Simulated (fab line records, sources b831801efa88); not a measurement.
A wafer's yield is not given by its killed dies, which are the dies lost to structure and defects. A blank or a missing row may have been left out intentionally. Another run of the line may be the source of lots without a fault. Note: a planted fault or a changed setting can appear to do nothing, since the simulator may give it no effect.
A single fault, viewed from 2 desks ; flow gf180mcu ; only its own numbers are on each desk; what lay behind them is given at the end

== FOR THE TOOL OWNER'S DESK: krf scanner-02 ==
The tool's own readings at GF_M3_EXPOSE_11 (exposes mask Metal3, target cd 280 nm): means of the sampled wafers that have a number, for each lot that ran on this tool. Any lot whose mean is over 4 standard deviations away from the usual mean is out of limits and marked OUT; that distance is given in the brackets.
Columns: A = exposure dose mJ cm2 at GF_M3_EXPOSE_11, usual 27.982; B = focus offset nm at GF_M3_EXPOSE_11, usual 0.0 nm
lot;first seen here;A;B
L874;day 21 02:37;28.009;-0.0
L876;day 22 01:52;27.979;0.1
L880;day 23 05:51;27.978;0.0
L886;day 25 06:47;28.117 (+5.2) OUT;-0.3
L890;day 26 06:27;28.108 (+4.8) OUT;0.1
This desk's finding: out of limits on L886, L890; first on L886, day 25 06:47 (exposure dose mJ cm2 at GF_M3_EXPOSE_11). Within limits: L874, L876, L880.

== THE METROLOGY DESK ==
Lot by lot, what the gauges showed, no matter which tool ran the lot: averages of those sampled wafers that carry a number. Any lot whose mean is over 4 standard deviations away from the usual mean is out of limits and marked OUT; that distance is given in the brackets.
Columns: A = M3_ALCU_RS at GF_M3_RS_MEAS_05, usual 0.0693 ohm/sq; B = M3_OVL at GF_M3_OVL_MEAS_15, usual -4 nm
lot;first seen here;A;B
L874;day 20 14:12;0.0695;-3
L875;day 21 00:29;0.0695;-3
L876;day 21 13:26;0.0695;-3
L880;day 22 18:12;0.0676;-4
L886;day 24 19:29;0.0694;35 (+6.1) OUT
L888;day 25 09:23;0.0679;-14
L890;day 25 19:34;0.0680;35 (+6.0) OUT
L891;day 26 06:20;0.0693;-10
L893;day 26 20:38;0.0692;-4
L894;day 27 01:59;0.0693;4
L896;day 27 21:43;0.0688;0
L897;day 28 01:47;0.0702;-5
This desk's finding: out of limits on L886, L890; first on L886, day 25 17:34 (M3_OVL at GF_M3_OVL_MEAS_15). Within limits: L874, L875, L876, L880, L888, L891, L893, L894, L896, L897.

== PUT TOGETHER ==
The tool owner's desk could have raised an alarm at day 25 06:47, on L886, L890.
Metrology desk: alarm possible at day 25 17:34 on L886, L890.
The lots listed all ran GF_M3_EXPOSE_11 on krf scanner-02.

== WHAT HAD BEEN PUT IN BY THE SIMULATOR ==
Scanner matching overlay: krf scanner-02, from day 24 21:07 on, at GF_M3_EXPOSE_11. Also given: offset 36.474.
Shown lots that were struck: L886, L890.
Counting hours from when the fault started, the first reading out of limits came at 10 for the tool owner's desk and at 20 for the metrology desk.
